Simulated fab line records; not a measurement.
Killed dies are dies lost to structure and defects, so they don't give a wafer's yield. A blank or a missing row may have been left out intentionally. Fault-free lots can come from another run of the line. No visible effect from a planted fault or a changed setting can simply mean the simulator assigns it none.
8D (eight disciplines) problem report, filled in by code :: flow sky130 :: the parts of the form that need people (team, actions taken, sign-off) are left out

== 1. WHAT WENT WRONG ==
NWELL_OXIDATION_THK at SKY_NWELL_THK_MEAS_02 reads a mean of 12.33 nm on 6 wafers of 2 lots; wafers without a fault read 9.92 nm with a standard deviation of 0.15. That is +16 standard deviations from the usual mean.
First seen on wafer L510.1, day 6 04:57, on film metro-02. At this step, 36 wafers from 12 lots have a number in the record. By rule, "out" or "out of limits" means more than 4 standard deviations away from the usual mean. Any other wafer with a number is counted as sound.

== 2. WHAT IT IS, WHAT IT ISN'T ==
question: which readings at this step
is: NWELL_OXIDATION_THK
is not: -

question: which lots
is: L510, L512
is not: L494, L496, L497, L498, L499, L500, L501, L503, L505, L516

question: which wafers of those lots
is: all that have a number
is not: -

question: read on which gauges
is: film metro-02, film metro-03
is not: film metro-01

question: when
is: from day 6 04:57
is not: up to then (27 sound wafers); but 3 sound wafers of L516 came after

== 3. THE SUSPECTS, EACH WITH WHAT RULES IT OUT ==
Counting: a tool at a process step up to the reading stays a suspect if it ran every lot that is out and no sound lot after the first of them.
- ruled out: the gauge at SKY_NWELL_THK_MEAS_02. The wafers that are out were read on 2 gauges (film metro-02, film metro-03).
- furnace-02 at SKY_NWELL_OXIDATION_01 (stabilise 600 s, purge 300 s, target thk 10 nm): kept. All lots that are out passed through it, beginning with L510 at day 6 03:34, and no sound lot followed; its final sound lot before that point was L505 at day 5 02:37. Its own readings are out on those wafers: spike tc bottom C, spike tc centre C, spike tc lower C, spike tc top C, spike tc upper C, tube center temp C, tube_center_temp_C_max.
After counting, what remains is furnace-02 at SKY_NWELL_OXIDATION_01.

== 4. THE CAUSE (what the simulator had put in) ==
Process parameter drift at SKY_NWELL_OXIDATION_01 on furnace-02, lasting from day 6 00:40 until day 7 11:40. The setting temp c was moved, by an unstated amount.
The count eliminated every tool but this one.

== 5. THE EFFECT CHAIN, in route order ==
One row per reading whose mean, taken over the struck wafers that have a number, lies over 3 standard deviations from the usual. Readings are gone through only where the record gives a usual standard deviation; hours: the median, over the lots, of the time from a lot's start at the first step in this table giving one to that lot's start at this step; sigmas: the change measured in usual standard deviations.
hours: 0
step: SKY_NWELL_OXIDATION_01
reading: spike tc bottom C
usual: 915.1 C
on struck wafers: 934.4
change: +19.3
sigmas: +7.4

hours: 0
step: SKY_NWELL_OXIDATION_01
reading: spike tc centre C
usual: 901.7 C
on struck wafers: 922.5
change: +20.8
sigmas: +17

hours: 0
step: SKY_NWELL_OXIDATION_01
reading: spike tc lower C
usual: 901.0 C
on struck wafers: 920.8
change: +19.8
sigmas: +20

hours: 0
step: SKY_NWELL_OXIDATION_01
reading: spike tc top C
usual: 909.1 C
on struck wafers: 926.8
change: +17.7
sigmas: +6.6

hours: 0
step: SKY_NWELL_OXIDATION_01
reading: spike tc upper C
usual: 899.1 C
on struck wafers: 918.6
change: +19.5
sigmas: +12

hours: 0
step: SKY_NWELL_OXIDATION_01
reading: tube center temp C
usual: 899.99 C
on struck wafers: 920.31
change: +20.32
sigmas: +99 or more

hours: 0
step: SKY_NWELL_OXIDATION_01
reading: tube_center_temp_C_max
usual: 902.3
on struck wafers: 922.6
change: +20.4
sigmas: +62

hours: 1
step: SKY_NWELL_THK_MEAS_02
reading: NWELL_OXIDATION_THK
usual: 9.92 nm
on struck wafers: 12.33
change: +2.41
sigmas: +16
Here are the process steps it includes:
- SKY_NWELL_OXIDATION_01: stabilise 600 s, purge 300 s, target thk 10 nm.

== 6. WHAT WOULD HAVE CAUGHT IT SOONER ==
4 hours passed between the start of the fault at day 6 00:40 and the first reading out of limits at a measuring or inspecting step in this record, taken at day 6 04:57.
Tool's own readings at SKY_NWELL_OXIDATION_01, spike tc bottom C, spike tc centre C, spike tc lower C, spike tc top C, spike tc upper C, tube center temp C, tube_center_temp_C_max: out on all struck wafers the step has rows for; an alarm limit on them would have tripped on the first.
L512, from the lots that are out (2), started SKY_NWELL_OXIDATION_01 on furnace-02 later than day 6 04:57. Had the tool been put on hold then, it would have been spared.
